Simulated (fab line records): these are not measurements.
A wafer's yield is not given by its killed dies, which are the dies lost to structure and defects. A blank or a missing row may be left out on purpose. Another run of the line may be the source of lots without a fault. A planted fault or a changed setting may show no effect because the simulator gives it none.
One fault through the eyes of 2 desks | flow gf180mcu | only its own numbers are on each desk; what lay behind them is given at the end

## FOR THE TOOL OWNER'S DESK: implanter-03
The tool's own readings at GF_VT_IMPLANT_IMPLANT_08: means of the sampled wafers that have a number, for each lot that ran on this tool. Any lot whose mean is over 4 standard deviations away from the usual mean is out of limits and marked OUT; that distance is given in the brackets.
Columns: A = beam-energy-keV at GF_VT_IMPLANT_IMPLANT_08, usual 19.999
lot  | first seen here | A
L765 | day 6 02:04     | 20.000
L768 | day 6 21:01     | 19.990
L769 | day 7 03:35     | 22.671 (+99 or more) OUT
L774 | day 8 10:24     | 22.667 (+99 or more) OUT
L775 | day 8 16:00     | 22.674 (+99 or more) OUT
L785 | day 11 06:33    | 19.997
L786 | day 11 15:57    | 19.991
This desk finds L769, L774, L775 out of limits, L769 being first, at day 7 03:35 (beam-energy-keV at GF_VT_IMPLANT_IMPLANT_08). L765, L768, L785, L786: within limits.

## THE METROLOGY DESK
Lot by lot, what the gauges showed, no matter which tool ran the lot: averages of those sampled wafers that carry a number. Any lot whose mean is over 4 standard deviations away from the usual mean is out of limits and marked OUT; that distance is given in the brackets.
Columns: A = MVPSD_OVL at GF_MVPSD_OVL_MEAS_07, usual 1.0 nm; B = VT_IMPLANT_TW at GF_VT_IMPLANT_TW_MEAS_10, usual 568
lot  | first seen here | A    | B
L763 | day 4 21:52     | 1.7  | 563
L765 | day 5 11:07     | 0.9  | 570
L768 | day 6 05:18     | -1.0 | 565
L769 | day 6 11:43     | 0.8  | 593 (+5.9) OUT
L774 | day 7 16:52     | 0.5  | 590 (+5.0) OUT
L775 | day 7 23:15     | 0.6  | 590 (+5.0) OUT
L778 | day 8 20:26     | 2.4  | 562
L782 | day 9 17:54     | 1.0  | 565
L783 | day 10 00:32    | -0.9 | 561
L784 | day 10 05:09    | 1.2  | 560
L785 | day 10 12:03    | 0.8  | 571
L786 | day 10 21:33    | 0.3  | 575
This desk finds L769, L774, L775 out of limits, with the earliest case on L769 at day 7 03:50 (VT_IMPLANT_TW at GF_VT_IMPLANT_TW_MEAS_10). L763, L765, L768, L778, L782, L783, L784, L785, L786: within limits.

## PUT TOGETHER
On L769, L774, L775, at day 7 03:35, an alarm was possible from the tool owner's desk.
At day 7 03:50 the metrology desk could have sounded an alarm, on L769, L774, L775.
All the named lots went through GF_VT_IMPLANT_IMPLANT_08 on implanter-03.

## WHAT THE SIMULATOR HAD INSERTED
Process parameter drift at GF_VT_IMPLANT_IMPLANT_08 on implanter-03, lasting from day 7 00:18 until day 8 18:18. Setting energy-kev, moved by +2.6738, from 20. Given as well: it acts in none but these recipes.
Struck lots among those shown: L769, L774, L775.
Delay (hours) between the fault's onset and each desk's first out-of-limits reading: 3 at the tool owner's desk, 4 at the metrology desk.
